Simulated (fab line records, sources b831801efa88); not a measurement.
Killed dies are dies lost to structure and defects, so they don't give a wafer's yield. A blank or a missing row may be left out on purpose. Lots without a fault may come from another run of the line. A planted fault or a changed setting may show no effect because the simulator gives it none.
A struck lot beside a sound one | flow gf180mcu | 37 steps out of a route of 602
Sound: wafers L798.3, L798.4, L798.6. Struck: wafer L810.5. (L810.4 of the same lot was not struck and is left out.) The cause comes at the end.
At each step with rows: each side's tool, then ch and its chambers, then its first start. Under that, the readings that differ: sound wafers | struck wafers | difference of the means | sigmas: that difference in standard deviations of wafers without a fault.
alike: readings whose means differ by less than 2 such deviations, and words and numbers that are the same on both sides. not compared: withheld readings, readings that some wafer has no value for, bounds like >300 that may hide the same value, and numbers for which the record gives no deviation and whose values overlap.
The two part at a step that has a row with sigmas, a row that says differs or no value, or rows on one side only. Numbers that don't overlap but have no deviation are shown without sigmas and don't part them. A reading that every wafer of one side lacks parts them only if that side has two wafers or more.

first, 2 steps without rows for these wafers: GF_M1_PEB_12 (peb time 90 s); GF_M1_DEVELOP_13 (develop time 60 s).
GF_M1_CD_MEAS_14: target cd 230 nm.
  sound on cd_sem-02, day 18 03:28; struck on cd_sem-02, day 22 12:56
  alike: cd_nm
GF_M1_OVL_MEAS_15:
  sound on overlay-02, day 18 03:34; struck on overlay-02, day 22 13:01
  alike: M1_OVL
then, 1 step without rows for these wafers: GF_M1_METAL_ETCH_16 (etches the open film in Cl2/BCl3, stops on SiO2, target depth 627.5 nm, time 104.6 s).
GF_M1_STRIP_17: strips in O2/N2.
  sound on plasma_asher-03 ch 0,1, day 18 03:44; struck on plasma_asher-04 ch 1, day 22 13:11
  alike: drypump_motor_current_A, heater_power_w, oes_product_au, strip_time_to_endpoint_s
  not compared: rf_hours_counter_h
then, 3 steps without rows for these wafers: GF_M1_STRIP_18 (strips in post etch residue remover, time 1200 s); GF_M1_CLEAN_19 (cleans in DIW); GF_V1_CVD_00 (deposits SiO2, target thk 600 nm, time 100 s).
GF_V1_THK_MEAS_01:
  sound on film_metro-01, day 18 04:20; struck on film_metro-04, day 22 13:47
  alike: V1_CVD_00_THK
then, 1 step without rows for these wafers: GF_V1_CVD_02 (deposits SiO2 from TEOS, target thk 850 nm, time 94.851 s).
GF_V1_THK_MEAS_03:
  sound on film_metro-01, day 18 04:28; struck on film_metro-03, day 22 13:55
  reading            | sound       | struck | difference | sigmas
  V1_CVD_02_THK (nm) | 829 842 843 | 863    | +25        | +3
GF_V1_CMP_04: polishes SiO2.
  sound on cmp-01 ch 0,1,2, day 18 04:36; struck on cmp-01 ch 3, day 22 14:05
  reading                             | sound             | struck | difference | sigmas
  time_to_endpoint_s (s)              | 69 74 78          | 110    | +36        | +8
  model.SiO2_of_V1_CVD_02.thk_nm (nm) | 632.8 633.2 632.7 | 569.5  | -63.4      |
  alike: head_pressure_psi, motor_current_A
GF_V1_BOW_MEAS_05:
  sound on film_metro-03, day 18 04:50; struck on film_metro-03, day 22 14:18
  alike: V1_BOW
then, 8 steps without rows for these wafers: GF_V1_DEHYDRATE_06 (time 60 s); GF_V1_HMDS_07 (prime time 60 s); GF_V1_COAT_08; GF_V1_COAT_09 (resist thk 1000 nm); GF_V1_SOFTBAKE_10 (time 60 s); GF_V1_EXPOSE_11 (exposes mask Via1, target cd 260 nm); GF_V1_PEB_12 (peb time 90 s); GF_V1_DEVELOP_13 (develop time 60 s).
GF_V1_CD_MEAS_14: target cd 260 nm.
  sound on cd_sem-02, day 19 05:46; struck on cd_sem-02, day 23 13:11
  alike: cd_nm
GF_V1_OVL_MEAS_15:
  sound on overlay-01, day 19 05:52; struck on overlay-02, day 23 13:16
  alike: V1_OVL
GF_V1_ETCH_16: etches BARC in N2/H2.
  sound on rie_diel-04 ch 0,2,3, day 19 05:53; struck on rie_diel-04 ch 2, day 23 13:16
  alike: drypump_motor_current_A, oes_product_au, throttle_valve_pct
GF_V1_ETCH_17: etches SiO2 in C4F8/O2/Ar, stops on TiN, target depth 630 nm.
  sound on rie_diel-04 ch 0,2,3; struck on rie_diel-04 ch 2
  reading                        | sound             | struck | difference | sigmas
  oes_product_au (a.u.)          | 0.862 0.857 0.855 | 0.807  | -0.051     | -11
  model.V1.feature_depth_nm (nm) | 632.8 633.2 632.7 | 569.5  | -63.4      |
  model.etch.depth_nm (nm)       | 632.8 633.2 632.7 | 569.5  | -63.4      |
GF_V1_STRIP_18: strips in O2/N2.
  sound on plasma_asher-03 ch 0,1, day 19 06:03; struck on plasma_asher-02 ch 1, day 23 13:26
  reading                     | sound          | struck | difference | sigmas
  drypump_motor_current_A (A) | 5.49 5.66 5.50 | 6.18   | +0.63      | +3
  heater_power_w (W)          | 283 330 282    | 380    | +82        | +3
  alike: oes_product_au
  not compared: rf_hours_counter_h
then, 4 steps without rows for these wafers: GF_V1_STRIP_19 (strips in post etch residue remover, time 1200 s); GF_V1_CLEAN_20 (cleans in DIW); GF_V1_SPUTTER_21 (material Ti, target thk 15 nm, time 80.02 s); GF_V1_SPUTTER_22 (material TiN, target thk 10 nm, time 40 s).
GF_V1_CVD_23: deposits W, target thk 350 nm, time 105.05 s.
  sound on cvd_w-01 ch 0,1, day 19 06:41; struck on cvd_w-01 ch 0, day 23 14:04
  alike: heater_power_outer_w, heater_power_w
  not compared: since_wet_clean_h
GF_V1_RS_MEAS_24: measures by four-point-probe.
  sound on film_metro-03, day 19 06:48; struck on film_metro-04, day 23 14:13
  alike: V1_W_RS
GF_V1_THK_MEAS_25: measures by xrf.
  sound on film_metro-03, day 19 06:54; struck on film_metro-04, day 23 14:18
  alike: V1_W_THK
GF_V1_CMP_26: polishes, stops on SiO2, t overpolish 15 s, target thk 0 nm.
  sound on cmp-02 ch 0,1,3, day 19 07:02; struck on cmp-02 ch 1, day 23 14:29
  reading                             | sound         | struck | difference | sigmas
  model.SiO2_of_V1_CVD_02.thk_nm (nm) | 629 629.4 629 | 565.7  | -63.4      |
  alike: head_pressure_psi, motor_current_A
GF_M2_SPUTTER_00: material Ti, target thk 37.5 nm, time 150 s.
  sound on pvd_sputter-03, day 19 07:14; struck on pvd_sputter-02, day 23 14:41
  reading                | sound                | struck | difference | sigmas
  cathode_dc_power_W (W) | 3999.3 4000.0 3999.5 | 4001.5 | +1.9       | +3
  alike: throttle_valve_pct
-- the record jumps here: 10 days lie between the struck wafers' starts before and after (it left off in module M2 and takes up again in module PASSIVATION, whose first step shown is number 602 of the route) --
GF_PASSIVATION_PROBE_99:
  the record has rows for the struck wafers here (prober-01, day 33 08:23) and none for the sound ones

WHERE THEY PART
First at GF_V1_THK_MEAS_03; last, within this record, at GF_PASSIVATION_PROBE_99.

WHY: what the simulator had put in
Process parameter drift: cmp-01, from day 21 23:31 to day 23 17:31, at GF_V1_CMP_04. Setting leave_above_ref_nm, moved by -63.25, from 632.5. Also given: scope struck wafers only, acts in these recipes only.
